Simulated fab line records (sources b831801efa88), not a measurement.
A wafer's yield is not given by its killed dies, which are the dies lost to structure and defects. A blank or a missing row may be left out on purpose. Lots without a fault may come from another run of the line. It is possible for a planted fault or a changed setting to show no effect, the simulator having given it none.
fab line records | flow gf180mcu
record lots=13 | wafers=39 | lastDay=34
route steps=602 shown HV_LDD@185 CONTACT@301 V2@397
lots that met no fault: taken from a fault-free run of the same line
startH: the number of hours between the record's first day and the start of the first shown wafer of the lot | waitH: how many hours have passed since the lot's step before this one | " as in the row above | L1.1+2: a row that stands for several wafers | - value missing, or start not given | * or withheld: withheld | < > ~ a bound
route shown NAME@n: NAME is a module with steps in the file, n the number in the route of the first one | usual: mean/standard deviation of fault-free wafers | same: alike in all rows | chamber/n: place in a boat | sites: readings site by site | _std_site: standard deviation across them | _edge_site: outer sites' mean less inner sites' | radiusMm: for every site, how far away it sits from the centre of the wafer | mask NAME#n: copy n | behind: the tool/chamber that last shaped the wafer | hold: why the lot went on hold/how many hours it stayed there/how the hold came to an end | device: the n, p or np transistor that did not switch | end of line: at the end of the route, the tests of the same wafers | for a step that has no rows: nothing shown but its recipe | killed: count of dies lost to structure and defects at first sort (not the wafer's yield) | map: a wafer's dies, marking killed ones x, the rest . and places with no die _
set.NAME: the setting as run; set.NAME@STEP: as run at that earlier step | model.NAME: the simulator's own value behind a step, which no gauge read
one table for each step of the route and one row for each wafer, over a sample of lots
services: the hour from which a tool's chamber was out of use, counted from the record's first day as startH (under 0 if before that day), plus the number of hours and why
## steps
# step GF_HV_LDD_IMPLANT_09
# recipe species=As | energyKev=40 | doseCm2=1e+14 | tiltDeg=7.155
# usual beamEnergyKeV=40.000/0.012 | beamOnS=9.99/0.18 | doseIonsCm2=1.0001e+14/9.6e+10 | faradayCurrentUA=564/9.8
# same implantIonAmu=75
lot.wafer | tool         | chamber | startH | waitH | beamEnergyKeV | beamOnS | doseIonsCm2 | faradayCurrentUA
L561.1    | implanter-03 | 0       | 219.63 | 0.0   | 40.025        | 10.19   | 9.989e+13   | 556
L561.2    | "            | 0       | "      | "     | 40.013        | 9.87    | 1e+14       | 571
L561.4    | "            | 0       | "      | "     | 40.015        | 10.02   | 9.992e+13   | 565
L564.2    | implanter-03 | 0       | 241.83 | 0.0   | 40.001        | 10.19   | 1.001e+14   | 554
L564.3    | "            | 0       | "      | "     | 39.981        | 10.12   | 1.0002e+14  | 557
L564.4    | "            | 0       | "      | "     | 40.004        | 9.90    | 1.0009e+14  | 569
L566.1    | implanter-03 | 0       | 261.48 | 0.0   | 39.998        | 10.31   | 9.99e+13    | 547
L566.3    | "            | 0       | "      | "     | 40.006        | 10.13   | 9.991e+13   | 556
L566.6    | "            | 0       | "      | "     | 40.018        | 9.64    | 1.0004e+14  | 583
L567.2    | implanter-02 | 0       | 275.78 | 0.0   | 39.994        | 10.07   | 9.992e+13   | 559
L567.4    | "            | 0       | "      | "     | 40.022        | 10.04   | 9.997e+13   | 563
L567.5    | "            | 0       | "      | "     | 39.999        | 10.05   | 9.99e+13    | 562
L569.1    | implanter-02 | 0       | 295.15 | 0.0   | 39.987        | 9.83    | 1.001e+14   | 575
L569.2    | "            | 0       | "      | "     | 40.000        | 10.26   | 9.997e+13   | 552
L569.5    | "            | 0       | "      | "     | 39.983        | 9.87    | 1.0003e+14  | 568
L570.3    | implanter-01 | 0       | 306.85 | 0.1   | 39.997        | 9.87    | 9.998e+13   | 571
L570.5    | "            | 0       | "      | "     | 40.022        | 10.11   | 9.999e+13   | 558
L570.6    | "            | 0       | "      | "     | 40.013        | 10.18   | 9.996e+13   | 552
L572.1    | implanter-03 | 0       | 314.25 | 0.0   | 40.002        | 10.01   | 1.0008e+14  | 566
L572.3    | "            | 0       | "      | "     | 40.001        | 10.03   | 1.0003e+14  | 563
L572.6    | "            | 0       | "      | "     | 40.012        | 10.19   | 1.0004e+14  | 552
L571.1    | implanter-02 | 0       | 314.55 | 0.0   | 40.004        | 9.75    | 1.0004e+14  | 575
L571.4    | "            | 0       | "      | "     | 40.014        | 10.09   | 9.975e+13   | 557
L571.6    | "            | 0       | "      | "     | 40.022        | 10.13   | 1.0003e+14  | 556
L574.2    | implanter-03 | 0       | 318.28 | 0.0   | 39.995        | 10.34   | 9.992e+13   | 545
L574.3    | "            | 0       | "      | "     | 40.006        | 9.89    | 9.992e+13   | 569
L574.6    | "            | 0       | "      | "     | 40.002        | 10.27   | 9.999e+13   | 551
L573.1    | implanter-02 | 0       | 320.00 | 0.0   | 39.998        | 9.73    | 1.0011e+14  | 578
L573.2    | "            | 0       | "      | "     | 39.999        | 9.96    | 1.0014e+14  | 565
L573.4    | "            | 0       | "      | "     | 39.997        | 9.93    | 1.0015e+14  | 569
L575.2    | implanter-02 | 0       | 336.33 | 0.0   | 39.985        | 9.89    | 1.1187e+14  | 637
L575.3    | "            | 0       | "      | "     | 39.973        | 9.97    | 1.1198e+14  | 632
L575.4    | "            | 0       | "      | "     | 39.989        | 10.18   | 1.1204e+14  | 622
L578.1    | implanter-02 | 0       | 350.33 | 0.0   | 40.006        | 9.83    | 1.1212e+14  | 641
L578.3    | "            | 0       | "      | "     | 39.999        | 9.97    | 1.1206e+14  | 630
L578.4    | "            | 0       | "      | "     | 39.989        | 9.96    | 1.1196e+14  | 631
L583.2    | implanter-01 | 0       | 386.53 | 0.0   | 40.019        | 9.69    | 1.0014e+14  | 580
L583.4    | "            | 0       | "      | "     | 40.002        | 10.11   | 9.991e+13   | 559
L583.6    | "            | 0       | "      | "     | 40.009        | 9.97    | 9.999e+13   | 563
# step GF_HV_LDD_TW_MEAS_11
# usual HV_LDD_TW=2401/20
lot.wafer | tool         | chamber | startH | waitH | HV_LDD_TW
L561.1    | filmMetro-03 | -       | 219.88 | 0.1   | 2357
L561.2    | "            | -       | "      | "     | 2341
L561.4    | "            | -       | "      | "     | 2349
L564.2    | filmMetro-01 | -       | 242.06 | 0.1   | 2406
L564.3    | "            | -       | "      | "     | 2405
L564.4    | "            | -       | "      | "     | 2409
L566.1    | filmMetro-01 | -       | 261.73 | 0.1   | 2408
L566.3    | "            | -       | "      | "     | 2420
L566.6    | "            | -       | "      | "     | 2415
L567.2    | filmMetro-03 | -       | 276.01 | 0.1   | 2345
L567.4    | "            | -       | "      | "     | 2340
L567.5    | "            | -       | "      | "     | 2347
L569.1    | filmMetro-04 | -       | 295.40 | 0.1   | 2387
L569.2    | "            | -       | "      | "     | 2398
L569.5    | "            | -       | "      | "     | 2409
L570.3    | filmMetro-01 | -       | 307.07 | 0.1   | 2405
L570.5    | "            | -       | "      | "     | 2406
L570.6    | "            | -       | "      | "     | 2407
L572.1    | filmMetro-01 | -       | 314.50 | 0.1   | 2409
L572.3    | "            | -       | "      | "     | 2407
L572.6    | "            | -       | "      | "     | 2416
L571.1    | filmMetro-04 | -       | 314.80 | 0.1   | 2401
L571.4    | "            | -       | "      | "     | 2391
L571.6    | "            | -       | "      | "     | 2407
L574.2    | filmMetro-01 | -       | 318.51 | 0.1   | 2407
L574.3    | "            | -       | "      | "     | 2409
L574.6    | "            | -       | "      | "     | 2403
L573.1    | filmMetro-04 | -       | 320.25 | 0.1   | 2410
L573.2    | "            | -       | "      | "     | 2404
L573.4    | "            | -       | "      | "     | 2407
L575.2    | filmMetro-01 | -       | 336.56 | 0.1   | 2479
L575.3    | "            | -       | "      | "     | 2471
L575.4    | "            | -       | "      | "     | 2480
L578.1    | filmMetro-03 | -       | 350.58 | 0.1   | 2432
L578.3    | "            | -       | "      | "     | 2443
L578.4    | "            | -       | "      | "     | 2438
L583.2    | filmMetro-01 | -       | 386.76 | 0.1   | 2402
L583.4    | "            | -       | "      | "     | 2406
L583.6    | "            | -       | "      | "     | 2395
# step GF_HV_LDD_RS_MEAS_53
# recipe thkMeasGauge=four-point-probe
# usual HV_LDD_RS=418.6/0.88
lot.wafer | tool         | chamber | startH | waitH | HV_LDD_RS[ohm/sq]
L561.1    | filmMetro-01 | -       | 277.43 | 0.1   | 418.9
L561.2    | "            | -       | "      | "     | 417.8
L561.4    | "            | -       | "      | "     | 419.3
L564.2    | filmMetro-04 | -       | 300.33 | 0.1   | 419.0
L564.3    | "            | -       | "      | "     | 418.4
L564.4    | "            | -       | "      | "     | 418.1
L566.1    | filmMetro-01 | -       | 322.68 | 0.1   | 418.8
L566.3    | "            | -       | "      | "     | 418.5
L566.6    | "            | -       | "      | "     | 418.3
L567.2    | filmMetro-01 | -       | 337.88 | 0.1   | 417.0
L567.4    | "            | -       | "      | "     | 417.3
L567.5    | "            | -       | "      | "     | 418.6
L569.1    | filmMetro-01 | -       | 360.63 | 0.1   | 419.2
L569.2    | "            | -       | "      | "     | 418.9
L569.5    | "            | -       | "      | "     | 419.5
L570.3    | filmMetro-03 | -       | 372.82 | 0.1   | 418.9
L570.5    | "            | -       | "      | "     | 418.9
L570.6    | "            | -       | "      | "     | 419.7
L572.1    | filmMetro-03 | -       | 380.28 | 0.1   | 418.5
L572.3    | "            | -       | "      | "     | 419.2
L572.6    | "            | -       | "      | "     | 417.8
L571.1    | filmMetro-04 | -       | 382.08 | 0.1   | 417.5
L571.4    | "            | -       | "      | "     | 418.1
L571.6    | "            | -       | "      | "     | 417.6
L574.2    | filmMetro-01 | -       | 384.23 | 0.1   | 418.8
L574.3    | "            | -       | "      | "     | 418.7
L574.6    | "            | -       | "      | "     | 418.8
L573.1    | filmMetro-04 | -       | 386.63 | 0.1   | 417.4
L573.2    | "            | -       | "      | "     | 418.3
L573.4    | "            | -       | "      | "     | 417.9
L575.2    | filmMetro-01 | -       | 403.40 | 0.1   | 398.0
L575.3    | "            | -       | "      | "     | 397.0
L575.4    | "            | -       | "      | "     | 398.2
L578.1    | filmMetro-03 | -       | 418.73 | 0.1   | 398.8
L578.3    | "            | -       | "      | "     | 398.7
L578.4    | "            | -       | "      | "     | 399.5
L583.2    | filmMetro-01 | -       | 457.45 | 0.1   | 419.8
L583.4    | "            | -       | "      | "     | 419.6
L583.6    | "            | -       | "      | "     | 418.4
# step GF_CONTACT_CD_MEAS_14
# recipe targetCdNm=220
# usual cdNm=219.5/1.2
lot.wafer | tool     | chamber | startH | waitH | cdNm
L561.1    | cdSem-01 | -       | 367.38 | 0.1   | 218.7
L561.2    | "        | -       | "      | "     | 218.9
L561.4    | "        | -       | "      | "     | 219.4
L564.2    | cdSem-02 | -       | 392.26 | 0.1   | 219.4
L564.3    | "        | -       | "      | "     | 218.4
L564.4    | "        | -       | "      | "     | 218.9
L566.1    | cdSem-02 | -       | 417.69 | 0.1   | 220.4
L566.3    | "        | -       | "      | "     | 219.8
L566.6    | "        | -       | "      | "     | 221.0
L567.2    | cdSem-02 | -       | 432.66 | 0.1   | 220.7
L567.4    | "        | -       | "      | "     | 220.6
L567.5    | "        | -       | "      | "     | 220.0
L569.1    | cdSem-02 | -       | 458.02 | 0.1   | 219.5
L569.2    | "        | -       | "      | "     | 219.1
L569.5    | "        | -       | "      | "     | 218.2
L570.3    | cdSem-01 | -       | 472.63 | 0.1   | 217.4
L570.5    | "        | -       | "      | "     | 217.3
L570.6    | "        | -       | "      | "     | 218.8
L572.1    | cdSem-02 | -       | 477.92 | 0.1   | 220.5
L572.3    | "        | -       | "      | "     | 219.5
L572.6    | "        | -       | "      | "     | 221.2
L571.1    | cdSem-01 | -       | 481.29 | 0.1   | 218.1
L571.4    | "        | -       | "      | "     | 220.1
L571.6    | "        | -       | "      | "     | 218.4
L574.2    | cdSem-02 | -       | 483.94 | 0.1   | 219.6
L574.3    | "        | -       | "      | "     | 219.2
L574.6    | "        | -       | "      | "     | 219.5
L573.1    | cdSem-02 | -       | 486.12 | 0.1   | 219.3
L573.2    | "        | -       | "      | "     | 217.8
L573.4    | "        | -       | "      | "     | 219.4
L575.2    | cdSem-01 | -       | 502.44 | 0.1   | 221.4
L575.3    | "        | -       | "      | "     | 220.8
L575.4    | "        | -       | "      | "     | 221.1
L578.1    | cdSem-02 | -       | 518.62 | 0.1   | 219.0
L578.3    | "        | -       | "      | "     | 219.7
L578.4    | "        | -       | "      | "     | 219.0
L583.2    | cdSem-02 | -       | 556.59 | 0.1   | 218.8
L583.4    | "        | -       | "      | "     | 218.1
L583.6    | "        | -       | "      | "     | 216.9
# step GF_CONTACT_SPUTTER_23
# recipe material=TiN | targetThkNm=10 | chamberPressurePa=5 | powerW=4000 | timeS=40
# usual throttleValvePct=30.1/0.84
lot.wafer | tool          | chamber | startH | waitH | throttleValvePct
L561.1    | pvdSputter-04 | -       | 368.05 | 0.0   | 31.0
L561.2    | "             | -       | "      | "     | 31.1
L561.4    | "             | -       | "      | "     | 31.2
L564.2    | pvdSputter-03 | -       | 392.93 | 0.0   | 29.6
L564.3    | "             | -       | "      | "     | 30.4
L564.4    | "             | -       | "      | "     | 31.0
L566.1    | pvdSputter-04 | -       | 418.46 | 0.0   | 31.2
L566.3    | "             | -       | "      | "     | 31.1
L566.6    | "             | -       | "      | "     | 31.2
L567.2    | pvdSputter-04 | -       | 433.44 | 0.0   | 30.8
L567.4    | "             | -       | "      | "     | 31.0
L567.5    | "             | -       | "      | "     | 31.3
L569.1    | pvdSputter-02 | -       | 458.81 | 0.0   | 29.2
L569.2    | "             | -       | "      | "     | 29.8
L569.5    | "             | -       | "      | "     | 29.7
L570.3    | pvdSputter-03 | -       | 473.27 | 0.0   | 29.6
L570.5    | "             | -       | "      | "     | 29.7
L570.6    | "             | -       | "      | "     | 30.2
L572.1    | pvdSputter-04 | -       | 478.61 | 0.0   | 30.8
L572.3    | "             | -       | "      | "     | 28.7
L572.6    | "             | -       | "      | "     | 31.2
L571.1    | pvdSputter-02 | -       | 481.98 | 0.0   | 29.7
L571.4    | "             | -       | "      | "     | 29.2
L571.6    | "             | -       | "      | "     | 28.7
L574.2    | pvdSputter-04 | -       | 484.61 | 0.0   | 30.8
L574.3    | "             | -       | "      | "     | 31.0
L574.6    | "             | -       | "      | "     | 30.9
L573.1    | pvdSputter-04 | -       | 486.81 | 0.0   | 30.9
L573.2    | "             | -       | "      | "     | 31.2
L573.4    | "             | -       | "      | "     | 28.4
L575.2    | pvdSputter-04 | -       | 503.10 | 0.0   | 28.8
L575.3    | "             | -       | "      | "     | 30.9
L575.4    | "             | -       | "      | "     | 31.1
L578.1    | pvdSputter-03 | -       | 519.31 | 0.0   | 29.9
L578.3    | "             | -       | "      | "     | 29.6
L578.4    | "             | -       | "      | "     | 30.3
L583.2    | pvdSputter-04 | -       | 557.26 | 0.0   | 31.0
L583.4    | "             | -       | "      | "     | 30.6
L583.6    | "             | -       | "      | "     | 30.9
# step GF_V2_OVL_MEAS_15
# usual V2_OVL=3/5.3
lot.wafer | tool       | chamber | startH | waitH | V2_OVL[nm]
L561.1    | overlay-02 | -       | 466.19 | 0.1   | 10
L561.2    | "          | -       | "      | "     | 7
L561.4    | "          | -       | "      | "     | 13
L564.2    | overlay-02 | -       | 492.42 | 0.1   | 8
L564.3    | "          | -       | "      | "     | 11
L564.4    | "          | -       | "      | "     | 7
L566.1    | overlay-01 | -       | 518.36 | 0.1   | 6
L566.3    | "          | -       | "      | "     | 3
L566.6    | "          | -       | "      | "     | -1
L567.2    | overlay-01 | -       | 533.50 | 0.1   | 2
L567.4    | "          | -       | "      | "     | 2
L567.5    | "          | -       | "      | "     | -2
L569.1    | overlay-01 | -       | 558.54 | 0.1   | 11
L569.2    | "          | -       | "      | "     | 10
L569.5    | "          | -       | "      | "     | 17
L570.3    | overlay-02 | -       | 570.72 | 0.1   | 2
L570.5    | "          | -       | "      | "     | -4
L570.6    | "          | -       | "      | "     | -3
L572.1    | overlay-01 | -       | 576.24 | 0.1   | 1
L572.3    | "          | -       | "      | "     | -2
L572.6    | "          | -       | "      | "     | -6
L571.1    | overlay-01 | -       | 578.69 | 0.1   | 7
L571.4    | "          | -       | "      | "     | 0
L571.6    | "          | -       | "      | "     | 0
L574.2    | overlay-01 | -       | 581.97 | 0.1   | 6
L574.3    | "          | -       | "      | "     | 8
L574.6    | "          | -       | "      | "     | 4
L573.1    | overlay-02 | -       | 584.09 | 0.1   | 0
L573.2    | "          | -       | "      | "     | 0
L573.4    | "          | -       | "      | "     | 7
L575.2    | overlay-01 | -       | 598.50 | 0.1   | 7
L575.3    | "          | -       | "      | "     | 5
L575.4    | "          | -       | "      | "     | 4
L578.1    | overlay-02 | -       | 613.26 | 0.1   | 2
L578.3    | "          | -       | "      | "     | 2
L578.4    | "          | -       | "      | "     | 10
L583.2    | overlay-01 | -       | 647.77 | 0.1   | -4
L583.4    | "          | -       | "      | "     | -3
L583.6    | "          | -       | "      | "     | -9
## services
tool          | chamber | startH | hours | kind
pvdSputter-04 | -       | 225.84 | 1.9   | repair
implanter-02  | -       | 235.70 | 2.2   | repair
implanter-03  | -       | 274.18 | 5.4   | pm
implanter-01  | -       | 275.31 | 2.3   | repair
implanter-01  | -       | 292.39 | 1.6   | repair
implanter-03  | -       | 293.09 | 3.5   | repair
implanter-01  | -       | 312.99 | 3.8   | pm
implanter-01  | -       | 319.63 | 0.8   | repair
implanter-01  | -       | 327.26 | 3.7   | repair
implanter-01  | -       | 327.54 | 3.0   | repair
implanter-01  | -       | 353.87 | 2.3   | repair
pvdSputter-04 | -       | 354.02 | 1.0   | repair
implanter-01  | -       | 379.96 | 5.5   | repair
implanter-02  | -       | 415.04 | 1.8   | repair
pvdSputter-03 | -       | 429.80 | 2.0   | repair
implanter-03  | -       | 445.61 | 3.6   | repair
implanter-03  | -       | 451.82 | 1.2   | repair
pvdSputter-03 | -       | 462.55 | 7.1   | repair
implanter-03  | -       | 464.93 | 2.1   | repair
implanter-03  | -       | 472.75 | 1.9   | repair
implanter-03  | -       | 473.10 | 2.9   | repair
pvdSputter-03 | -       | 483.07 | 3.2   | repair
pvdSputter-04 | -       | 515.99 | 0.7   | repair
implanter-03  | -       | 523.72 | 2.2   | repair
## key
firstSign step=GF_HV_LDD_IMPLANT_09 | reading=doseIonsCm2 | direction=up | sigmas=99+ | usual=1.0001e+14 | struck=1.1201e+14
effect step=GF_HV_LDD_IMPLANT_09 | reading=faradayCurrentUA | direction=up | sigmas=7 | usual=564 | struck=632
effect step=GF_HV_LDD_TW_MEAS_11 | reading=HV_LDD_TW | direction=up | sigmas=2.8 | usual=2401 | struck=2457
effect step=GF_HV_LDD_RS_MEAS_53 | reading=HV_LDD_RS | direction=down | sigmas=23 | usual=418.6 | struck=398.4
metAt GF_HV_LDD_IMPLANT_09
struckLots L575,L578
testerLeftOut L575,L578
notActingAt GF_CONTACT_CD_MEAS_14,GF_CONTACT_SPUTTER_23,GF_V2_OVL_MEAS_15
onsetBetween 320.00 336.33
fault kind=processParameterDrift | tool=implanter-02 | chamber=- | onsetH=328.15 | steps=GF_HV_LDD_IMPLANT_09 | channel=doseCm2 | offset=1.2076e+13 | shape=step | endH=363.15 | actsIn=theseRecipesOnly | stated=1e+14
# testerLeftOut: of these lots the tester's yield and bins aren't shown, on N5 and GAA mostly nor the transistor test; their killed dies are dies lost to structure and defects alone, not to doping, threshold or leakage, so they don't give the yield
